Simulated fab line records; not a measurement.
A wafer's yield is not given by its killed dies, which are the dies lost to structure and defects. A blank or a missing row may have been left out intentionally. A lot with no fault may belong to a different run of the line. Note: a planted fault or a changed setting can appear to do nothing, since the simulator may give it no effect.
Which tool did it? | flow gf180mcu | 11 lots, 33 wafers sampled, at 5 steps of a route of 602

## WHAT THE GAUGES READ, wafer by wafer
GF_M4_THK_MEAS_06: measures by xrf. Usual: M4_ALCU_THK 448 nm, standard deviation 5.1.
lot  | measured     | on            | M4_ALCU_THK (nm) | flag
L114 | day 23 01:12 | film metro-04 | 442 443 446      |
L118 | day 24 19:16 | film metro-02 | 449 443 442      |
L119 | day 24 23:12 | film metro-04 | 446 449 448      |
L120 | day 25 07:59 | film metro-04 | 461 461 464      |
L122 | day 26 01:57 | film metro-03 | 451 449 449      |
L125 | day 27 07:25 | film metro-02 | 441 439 443      |
L128 | day 28 01:37 | film metro-02 | 449 452 447      |
L129 | day 28 04:49 | film metro-02 | 452 453 453      |
L131 | day 28 19:14 | film metro-04 | 447 447 444      |
L132 | day 29 03:50 | film metro-03 | 442 451 445      |
L135 | day 29 18:24 | film metro-02 | 450 448 449      |

GF_V4_THK_MEAS_03. Usual: V4_CVD_02_THK 851 nm, standard deviation 11.
lot  | measured     | on            | V4_CVD_02_THK (nm) | flag
L114 | day 24 00:13 | film metro-03 | 854 850 849        |
L118 | day 25 18:11 | film metro-03 | 838 855 848        |
L119 | day 25 21:40 | film metro-04 | 849 852 859        |
L120 | day 26 06:16 | film metro-04 | 841 848 854        |
L122 | day 26 23:32 | film metro-04 | 858 871 870        |
L125 | day 28 04:16 | film metro-04 | 851 869 852        |
L128 | day 28 21:46 | film metro-04 | 846 851 870        |
L129 | day 29 01:05 | film metro-04 | 838 492 849        | OFF
L131 | day 29 15:09 | film metro-04 | 836 856 861        |
L132 | day 29 23:01 | film metro-04 | 499 872 870        | OFF
L135 | day 30 13:45 | film metro-03 | 833 831 850        |

## TOOL THAT RAN EACH LOT (tool first, then ch and the chambers of the sampled wafers, then the start)
lot  | GF_M4_SPUTTER_02             | GF_M4_METAL_ETCH_16               | GF_V4_CVD_02
L114 | pvd sputter-04, day 23 00:59 | rie metal-04 ch 0,1, day 23 23:19 | pecvd-01 ch 0,1, day 24 00:09
L118 | pvd sputter-01, day 24 19:02 | rie metal-03 ch 0,1, day 25 17:19 | pecvd-03 ch 0,1,2, day 25 18:06
L119 | pvd sputter-04, day 24 22:59 | rie metal-03 ch 0,1, day 25 20:48 | pecvd-03 ch 0,1,2, day 25 21:35
L120 | pvd sputter-01, day 25 07:46 | rie metal-04 ch 0,1, day 26 05:22 | pecvd-01 ch 0,1,2, day 26 06:11
L122 | pvd sputter-04, day 26 01:43 | rie metal-04 ch 0,1, day 26 22:43 | pecvd-01 ch 0,1,2, day 26 23:27
L125 | pvd sputter-04, day 27 07:11 | rie metal-04 ch 0,1, day 28 03:22 | pecvd-03 ch 1,2, day 28 04:11
L128 | pvd sputter-02, day 28 01:24 | rie metal-02 ch 0,1, day 28 20:55 | pecvd-01 ch 1,2, day 28 21:42
L129 | pvd sputter-01, day 28 04:35 | rie metal-03 ch 0,1, day 29 00:13 | pecvd-01 ch 1,2, day 29 01:00
L131 | pvd sputter-01, day 28 19:00 | rie metal-03 ch 0,1, day 29 14:17 | pecvd-02 ch 1,2, day 29 15:04
L132 | pvd sputter-02, day 29 03:37 | rie metal-04 ch 0,1, day 29 22:09 | pecvd-01 ch 0,1,2, day 29 22:56
L135 | pvd sputter-01, day 29 18:11 | rie metal-03 ch 0,1, day 30 12:52 | pecvd-03 ch 1,2, day 30 13:41
- GF_M4_SPUTTER_02: material AlCu, target thk 450 nm, time 23.9 s.
- GF_M4_METAL_ETCH_16: etches the open film in Cl2/BCl3, stops on SiO2, target depth 627.5 nm, time 104.6 s.
- GF_V4_CVD_02: deposits SiO2 from TEOS, target thk 850 nm, time 94.851 s.

## WHAT THE TOOLS THEMSELVES READ (means of the sampled wafers that have a number; where no wafer has one, the mark that the record gives instead)
GF_M4_SPUTTER_02. Usual: throttle valve pct at 30.3 %, with a standard deviation of 0.91.
lot  | tool           | throttle valve pct (%) | flag
L114 | pvd sputter-04 | 29.5                   |
L118 | pvd sputter-01 | 30.9                   |
L119 | pvd sputter-04 | 29.6                   |
L120 | pvd sputter-01 | 30.4                   |
L122 | pvd sputter-04 | 29.5                   |
L125 | pvd sputter-04 | 29.6                   |
L128 | pvd sputter-02 | 31.6                   |
L129 | pvd sputter-01 | 31.4                   |
L131 | pvd sputter-01 | 30.4                   |
L132 | pvd sputter-02 | 30.2                   |
L135 | pvd sputter-01 | 31.0                   |

GF_M4_METAL_ETCH_16. Usual: bcl3 flow sccm 39.99 sccm, standard deviation 0.12; chamber pressure mTorr 8.000 mTorr, standard deviation 0.0073; drypump motor current A 5.7 A, standard deviation 0.49; oes product au 0.971 a.u., standard deviation 0.0062; throttle valve pct 28.249 %, standard deviation 0.01.
lot  | tool         | bcl3 flow sccm (sccm) | chamber pressure mTorr (mTorr) | drypump motor current A (A) | oes product au (a.u.) | throttle valve pct (%) | flag
L114 | rie metal-04 | 39.96                 | 8.002                          | 5.9                         | 0.963                 | 28.253                 |
L118 | rie metal-03 | 39.98                 | 8.000                          | 6.1                         | 0.969                 | 28.246                 |
L119 | rie metal-03 | 39.87                 | 7.998                          | 6.1                         | 0.968                 | 28.256                 |
L120 | rie metal-04 | 39.97                 | 7.992                          | 5.5                         | 0.982                 | 28.230                 |
L122 | rie metal-04 | 40.06                 | 7.998                          | 5.8                         | 0.971                 | 28.253                 |
L125 | rie metal-04 | 39.99                 | 7.995                          | 5.9                         | 0.971                 | 28.250                 |
L128 | rie metal-02 | 39.99                 | 7.997                          | 5.6                         | 0.972                 | 28.251                 |
L129 | rie metal-03 | 40.01                 | 7.996                          | 6.1                         | 0.970                 | 28.246                 |
L131 | rie metal-03 | 40.02                 | 8.002                          | 5.7                         | 0.974                 | 28.248                 |
L132 | rie metal-04 | 40.08                 | 7.999                          | 5.8                         | 0.971                 | 28.241                 |
L135 | rie metal-03 | 39.98                 | 8.001                          | 5.7                         | 0.967                 | 28.251                 |

GF_V4_CVD_02. Usual: heater power w at 664 W, with a standard deviation of 110.
lot  | tool     | heater power w (W) | flag
L114 | pecvd-01 | 580                |
L118 | pecvd-03 | 762                |
L119 | pecvd-03 | 722                |
L120 | pecvd-01 | 605                |
L122 | pecvd-01 | 588                |
L125 | pecvd-03 | 693                |
L128 | pecvd-01 | 688                |
L129 | pecvd-01 | 730                |
L131 | pecvd-02 | 626                |
L132 | pecvd-01 | 640                |
L135 | pecvd-03 | 714                |

## THE ANSWER, worked out from the rows above alone
Rule: a lot is off if the mean of its wafers that have a number lies more than 3 standard deviations from the usual mean. A lot without any number at a reading at which 4 lots or more have one is off too. All remaining lots with rows at the step are treated as sound. Order of review: gauges by route order, followed by the tools' own readings, for which a lot's mean as printed above is used. At the first step where some lot is off, the reading lying furthest off is the one used; lots without a number count as furthest.
Off: L129, L132, at GF_V4_THK_MEAS_03 (V4_CVD_02_THK).
If a tool, at a process step before that reading, ran all the lots that are off and no sound lot after the first of them, it fits. Gauges at GF_V4_THK_MEAS_03: tried the same way as those tools. One fits: pecvd-01 at GF_V4_CVD_02. Its last sound lot is L128 (day 28 21:42), its first lot that is off L129 (day 29 01:00): a fault that began between those two fits.

## WHAT THE SIMULATOR PUT IN
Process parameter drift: pecvd-01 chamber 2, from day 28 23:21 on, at GF_V4_CVD_02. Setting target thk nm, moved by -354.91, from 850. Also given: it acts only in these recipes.
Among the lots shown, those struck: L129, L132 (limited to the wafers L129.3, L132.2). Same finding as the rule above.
